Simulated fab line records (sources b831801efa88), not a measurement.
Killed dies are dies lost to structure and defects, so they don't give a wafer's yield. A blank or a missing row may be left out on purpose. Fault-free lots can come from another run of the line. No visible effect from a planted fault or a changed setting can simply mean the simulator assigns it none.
Chamber matching | flow sky130 | rie-diel-02 running SKY_FIELD_ISO_ETCH_15: 4 sister chambers
The step etches the open film in CHF3/O2, stops on Si, target depth 180 nm, time 72 s. 4 wafers are shown with their chamber, then 8 later ones without.

## WAFERS PAIRED WITH THEIR CHAMBERS
wafer  | chamber | drypump-motor-current-A (A)
L533.2 | 3       | 6.5
L537.3 | 2       | 5.9
L537.5 | 1       | 6.1
L539.2 | 0       | 6.4

## WAFERS WITH NO CHAMBER GIVEN
wafer  | drypump-motor-current-A (A)
L539.3 | 6.5
L539.5 | 5.9
L549.3 | 5.9
L549.4 | 6.0
L549.5 | 6.4
L552.2 | 6.5
L552.5 | 6.3
L552.6 | 6.5

## THE CHAMBER EACH PASSED THROUGH
wafer  | from the rows above          | in truth
L539.3 | can't be placed: 3 or 0      | 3
L539.5 | 2                            | 2
L549.3 | 2                            | 2
L549.4 | can't be placed: 1 or 2      | 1
L549.5 | can't be placed: 0 or 3      | 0
L552.2 | can't be placed: 3 or 0      | 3
L552.5 | can't be placed: 0 or 1 or 3 | 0
L552.6 | can't be placed: 3 or 0      | 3
2 of 8 placed correctly. Can't be placed from these rows: 6 (the true chamber is among the candidates in 6). Wrongly placed: 0.
How it was worked out, from the rows above alone: a wafer's distance from a chamber is the root of the sum, over the readings, of the square of ((its reading less the chamber's mean) divided by the reading's scatter). If the next closest chamber is less than 2 further off than the closest, the wafer can't be placed; otherwise it belongs to the closest. The mean given for a chamber averages the wafers shown for that chamber. The scatter: root of mean squared gap, hidden wafer to nearest shown wafer, with one shown wafer a chamber.
